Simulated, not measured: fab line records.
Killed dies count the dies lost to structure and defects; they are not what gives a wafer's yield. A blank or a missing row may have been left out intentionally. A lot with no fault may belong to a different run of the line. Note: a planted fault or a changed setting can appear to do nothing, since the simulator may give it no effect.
Matching of chambers | flow gf180mcu | 3 sister chambers for GF_CONTACT_CVD_02 on pecvd-01
The step deposits SiO2 from TEOS, target thk 860 nm, time 95.992 s. 6 wafers are shown with their chamber, then 7 later ones without.

WAFERS WITH THEIR CHAMBER
wafer  | chamber | heater power w (W) | rf fwd power W (W)
L690.4 | 1       | 646                | 597.0
L691.1 | 0       | 683                | 594.3
L691.5 | 1       | 656                | 595.9
L691.6 | 2       | 744                | 596.1
L692.1 | 0       | 710                | 596.1
L692.5 | 2       | 641                | 596.1

WAFERS WITHOUT THEIR CHAMBER
wafer  | heater power w (W) | rf fwd power W (W)
L692.6 | 742                | 598.9
L693.1 | 616                | 600.1
L693.3 | 694                | 597.1
L693.5 | 641                | 597.6
L699.1 | 604                | 597.4
L699.4 | 585                | 591.3
L699.6 | 636                | 602.3

WHICH CHAMBER EACH WENT THROUGH
wafer  | from the rows above          | in truth
L692.6 | can't be placed: 2 or 1 or 0 | 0
L693.1 | can't be placed: 1 or 2 or 0 | 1
L693.3 | can't be placed: 2 or 1 or 0 | 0
L693.5 | can't be placed: 1 or 2 or 0 | 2
L699.1 | can't be placed: 1 or 2 or 0 | 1
L699.4 | can't be placed: 0 or 2 or 1 | 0
L699.6 | can't be placed: 1 or 2 or 0 | 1
Correctly placed: 0 of 7. Not placeable from these rows: 7 (in 7, the candidates include the true chamber). 0 placed wrongly.
How it was worked out, from the rows above alone: a wafer's distance from a chamber is the root of the sum, over the readings, of the square of ((its reading less the chamber's mean) divided by the reading's scatter). The wafer belongs to the nearest chamber; if the next one is less than 2 further off, it can't be placed. Each chamber's mean is taken over the wafers shown for it. The scatter is the square root of a quotient: the sum, over the shown wafers, of each reading's squared deviation from its chamber's mean, divided by wafers minus chambers.
